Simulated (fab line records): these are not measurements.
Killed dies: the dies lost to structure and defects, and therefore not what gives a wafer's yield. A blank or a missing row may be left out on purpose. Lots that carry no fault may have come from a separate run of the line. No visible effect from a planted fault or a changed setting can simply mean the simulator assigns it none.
Which tool did it? || flow gf180mcu || 42 wafers from 14 lots sampled at 4 of the route's 602 steps

== WHAT EACH GAUGE READ, for each wafer ==
GF_VT_IMPLANT_OVL_MEAS_40. Usual: for VT_IMPLANT_03_OVL the level is -0.6 nm and the standard deviation is 1.4.
{"lot": "L113", "measured": "day 7 19:16", "on": "overlay-02", "VT_IMPLANT_03_OVL (nm)": "-1.0 -3.0 0.7", "flag": ""}
{"lot": "L115", "measured": "day 8 04:37", "on": "overlay-02", "VT_IMPLANT_03_OVL (nm)": "-2.2 0.3 0.8", "flag": ""}
{"lot": "L122", "measured": "day 10 02:28", "on": "overlay-02", "VT_IMPLANT_03_OVL (nm)": "-1.1 -1.8 -0.1", "flag": ""}
{"lot": "L123", "measured": "day 10 09:13", "on": "overlay-01", "VT_IMPLANT_03_OVL (nm)": "-1.1 -2.6 -1.1", "flag": ""}
{"lot": "L124", "measured": "day 10 15:40", "on": "overlay-02", "VT_IMPLANT_03_OVL (nm)": "-1.4 -1.9 -1.5", "flag": ""}
{"lot": "L125", "measured": "day 11 00:14", "on": "overlay-02", "VT_IMPLANT_03_OVL (nm)": "-1.3 -1.7 -0.9", "flag": ""}
{"lot": "L126", "measured": "day 11 03:22", "on": "overlay-01", "VT_IMPLANT_03_OVL (nm)": "-0.8 -2.4 -1.7", "flag": ""}
{"lot": "L128", "measured": "day 11 20:43", "on": "overlay-01", "VT_IMPLANT_03_OVL (nm)": "-0.7 -1.1 -1.8", "flag": ""}
{"lot": "L129", "measured": "day 12 02:58", "on": "overlay-01", "VT_IMPLANT_03_OVL (nm)": "-0.3 1.3 -0.1", "flag": ""}
{"lot": "L131", "measured": "day 12 16:28", "on": "overlay-01", "VT_IMPLANT_03_OVL (nm)": "1.6 -0.4 -0.4", "flag": ""}
{"lot": "L133", "measured": "day 13 01:28", "on": "overlay-02", "VT_IMPLANT_03_OVL (nm)": "-0.6 -1.2 -1.1", "flag": ""}
{"lot": "L134", "measured": "day 13 07:47", "on": "overlay-02", "VT_IMPLANT_03_OVL (nm)": "-1.9 -1.8 -1.6", "flag": ""}
{"lot": "L135", "measured": "day 13 16:52", "on": "overlay-02", "VT_IMPLANT_03_OVL (nm)": "0.1 -0.2 -0.3", "flag": ""}
{"lot": "L136", "measured": "day 13 23:37", "on": "overlay-02", "VT_IMPLANT_03_OVL (nm)": "-0.1 0.1 2.4", "flag": ""}

GF_SALICIDE_THK_MEAS_05: measures by xrf. Usual: for SALICIDE_TIN_THK the level is 19.9 nm and the standard deviation is 0.31.
{"lot": "L113", "measured": "day 15 09:13", "on": "film metro-04", "SALICIDE_TIN_THK (nm)": "20.1 20.0 19.9", "flag": ""}
{"lot": "L115", "measured": "day 15 23:16", "on": "film metro-04", "SALICIDE_TIN_THK (nm)": "20.0 20.6 20.6", "flag": ""}
{"lot": "L122", "measured": "day 18 09:02", "on": "film metro-04", "SALICIDE_TIN_THK (nm)": "20.5 20.3 20.3", "flag": ""}
{"lot": "L123", "measured": "day 18 18:07", "on": "film metro-04", "SALICIDE_TIN_THK (nm)": "19.7 19.8 19.7", "flag": ""}
{"lot": "L124", "measured": "day 19 02:35", "on": "film metro-04", "SALICIDE_TIN_THK (nm)": "20.1 19.9 20.0", "flag": ""}
{"lot": "L125", "measured": "day 19 13:32", "on": "film metro-01", "SALICIDE_TIN_THK (nm)": "19.9 20.0 20.2", "flag": ""}
{"lot": "L126", "measured": "day 19 18:42", "on": "film metro-01", "SALICIDE_TIN_THK (nm)": "19.4 19.2 19.4", "flag": ""}
{"lot": "L128", "measured": "day 20 17:40", "on": "film metro-02", "SALICIDE_TIN_THK (nm)": "20.4 20.2 19.6", "flag": ""}
{"lot": "L129", "measured": "day 20 23:04", "on": "film metro-02", "SALICIDE_TIN_THK (nm)": "19.7 19.7 19.6", "flag": ""}
{"lot": "L131", "measured": "day 21 17:08", "on": "film metro-02", "SALICIDE_TIN_THK (nm)": "20.1 20.3 20.2", "flag": ""}
{"lot": "L133", "measured": "day 22 04:30", "on": "film metro-04", "SALICIDE_TIN_THK (nm)": "19.7 19.7 19.6", "flag": ""}
{"lot": "L134", "measured": "day 22 11:37", "on": "film metro-04", "SALICIDE_TIN_THK (nm)": "20.5 20.0 20.5", "flag": ""}
{"lot": "L135", "measured": "day 22 21:01", "on": "film metro-02", "SALICIDE_TIN_THK (nm)": "19.9 19.8 19.9", "flag": ""}
{"lot": "L136", "measured": "day 23 06:17", "on": "film metro-04", "SALICIDE_TIN_THK (nm)": "20.0 20.2 19.9", "flag": ""}

GF_CONTACT_THK_MEAS_01. Usual: for CONTACT_CVD_00_THK the level is 299 nm and the standard deviation is 3.
{"lot": "L113", "measured": "day 15 09:36", "on": "film metro-03", "CONTACT_CVD_00_THK (nm)": "298 301 298", "flag": ""}
{"lot": "L115", "measured": "day 15 23:41", "on": "film metro-01", "CONTACT_CVD_00_THK (nm)": "301 297 300", "flag": ""}
{"lot": "L122", "measured": "day 18 09:25", "on": "film metro-03", "CONTACT_CVD_00_THK (nm)": "307 303 300", "flag": ""}
{"lot": "L123", "measured": "day 18 18:31", "on": "film metro-01", "CONTACT_CVD_00_THK (nm)": "297 304 293", "flag": ""}
{"lot": "L124", "measured": "day 19 02:59", "on": "film metro-04", "CONTACT_CVD_00_THK (nm)": "299 304 297", "flag": ""}
{"lot": "L125", "measured": "day 19 13:57", "on": "film metro-03", "CONTACT_CVD_00_THK (nm)": "298 299 301", "flag": ""}
{"lot": "L126", "measured": "day 19 19:06", "on": "film metro-04", "CONTACT_CVD_00_THK (nm)": "294 295 295", "flag": ""}
{"lot": "L128", "measured": "day 20 18:10", "on": "film metro-04", "CONTACT_CVD_00_THK (nm)": "303 300 300", "flag": ""}
{"lot": "L129", "measured": "day 20 23:28", "on": "film metro-01", "CONTACT_CVD_00_THK (nm)": "296 300 294", "flag": ""}
{"lot": "L131", "measured": "day 21 17:31", "on": "film metro-04", "CONTACT_CVD_00_THK (nm)": "298 300 300", "flag": ""}
{"lot": "L133", "measured": "day 22 04:53", "on": "film metro-01", "CONTACT_CVD_00_THK (nm)": "296 299 300", "flag": ""}
{"lot": "L134", "measured": "day 22 12:00", "on": "film metro-04", "CONTACT_CVD_00_THK (nm)": "298 294 299", "flag": ""}
{"lot": "L135", "measured": "day 22 21:25", "on": "film metro-04", "CONTACT_CVD_00_THK (nm)": "296 297 300", "flag": ""}
{"lot": "L136", "measured": "day 23 06:41", "on": "film metro-04", "CONTACT_CVD_00_THK (nm)": "302 294 299", "flag": ""}

== WHAT TOOL EACH LOT RAN ON (gives the tool, then ch and the chambers of the sampled wafers, and finally the start) ==
{"lot": "L113", "GF_HV_LDD_IMPLANT_21": "implanter-03 ch 0, day 10 23:23"}
{"lot": "L115", "GF_HV_LDD_IMPLANT_21": "implanter-02 ch 0, day 11 11:43"}
{"lot": "L122", "GF_HV_LDD_IMPLANT_21": "implanter-04 ch 0, day 13 15:08"}
{"lot": "L123", "GF_HV_LDD_IMPLANT_21": "implanter-03 ch 0, day 13 22:10"}
{"lot": "L124", "GF_HV_LDD_IMPLANT_21": "implanter-04 ch 0, day 14 06:23"}
{"lot": "L125", "GF_HV_LDD_IMPLANT_21": "implanter-02 ch 0, day 14 15:37"}
{"lot": "L126", "GF_HV_LDD_IMPLANT_21": "implanter-02 ch 0, day 14 18:10"}
{"lot": "L128", "GF_HV_LDD_IMPLANT_21": "implanter-03 ch 0, day 15 15:17"}
{"lot": "L129", "GF_HV_LDD_IMPLANT_21": "implanter-03 ch 0, day 15 21:50"}
{"lot": "L131", "GF_HV_LDD_IMPLANT_21": "implanter-02 ch 0, day 16 14:02"}
{"lot": "L133", "GF_HV_LDD_IMPLANT_21": "implanter-04 ch 0, day 16 23:56"}
{"lot": "L134", "GF_HV_LDD_IMPLANT_21": "implanter-03 ch 0, day 17 08:44"}
{"lot": "L135", "GF_HV_LDD_IMPLANT_21": "implanter-03 ch 0, day 17 16:49"}
{"lot": "L136", "GF_HV_LDD_IMPLANT_21": "implanter-02 ch 0, day 17 23:49"}
- GF_HV_LDD_IMPLANT_21

== WHAT THE TOOLS THEMSELVES READ (means of the sampled wafers that have a number; where no wafer has one, the mark that the record gives instead) ==
GF_HV_LDD_IMPLANT_21. Usual: beam energy keV 25.001, standard deviation 0.0078; dose ions cm2 4.999e+13, standard deviation 6e+10.
{"lot": "L113", "tool": "implanter-03", "beam energy keV": 25.000, "dose ions cm2": 5.001e+13, "flag": ""}
{"lot": "L115", "tool": "implanter-02", "beam energy keV": 25.000, "dose ions cm2": 4.994e+13, "flag": ""}
{"lot": "L122", "tool": "implanter-04", "beam energy keV": 24.998, "dose ions cm2": 4.810e+13, "flag": "OFF"}
{"lot": "L123", "tool": "implanter-03", "beam energy keV": 25.005, "dose ions cm2": 4.995e+13, "flag": ""}
{"lot": "L124", "tool": "implanter-04", "beam energy keV": 25.002, "dose ions cm2": 4.823e+13, "flag": "OFF"}
{"lot": "L125", "tool": "implanter-02", "beam energy keV": 24.991, "dose ions cm2": 5.000e+13, "flag": ""}
{"lot": "L126", "tool": "implanter-02", "beam energy keV": 24.997, "dose ions cm2": 5.002e+13, "flag": ""}
{"lot": "L128", "tool": "implanter-03", "beam energy keV": 24.992, "dose ions cm2": 5.000e+13, "flag": ""}
{"lot": "L129", "tool": "implanter-03", "beam energy keV": 25.003, "dose ions cm2": 4.998e+13, "flag": ""}
{"lot": "L131", "tool": "implanter-02", "beam energy keV": 25.008, "dose ions cm2": 5.002e+13, "flag": ""}
{"lot": "L133", "tool": "implanter-04", "beam energy keV": 25.012, "dose ions cm2": 4.995e+13, "flag": ""}
{"lot": "L134", "tool": "implanter-03", "beam energy keV": 24.999, "dose ions cm2": 4.995e+13, "flag": ""}
{"lot": "L135", "tool": "implanter-03", "beam energy keV": 25.002, "dose ions cm2": 5.000e+13, "flag": ""}
{"lot": "L136", "tool": "implanter-02", "beam energy keV": 25.000, "dose ions cm2": 4.996e+13, "flag": ""}

== THE ANSWER, worked out from the rows above alone ==
Rule: a lot is off if the mean of its wafers that have a number lies more than 3 standard deviations from the usual mean. A lot without any number at a reading at which 4 lots or more have one is off too. All remaining lots with rows at the step are treated as sound. The gauges are gone through in route order, then the tools' own readings, and for those a lot's mean is taken as printed above. The first step at which some lot is off is used, and at that step the reading that is off furthest; a lot without a number counts as furthest.
Off at GF_HV_LDD_IMPLANT_21 (dose ions cm2): L122, L124.
A tool fits if, at that step or a process step before it, it ran every lot that is off, and no sound lot after the first of them. None of those tried fits.

== WHAT THE SIMULATOR PUT IN ==
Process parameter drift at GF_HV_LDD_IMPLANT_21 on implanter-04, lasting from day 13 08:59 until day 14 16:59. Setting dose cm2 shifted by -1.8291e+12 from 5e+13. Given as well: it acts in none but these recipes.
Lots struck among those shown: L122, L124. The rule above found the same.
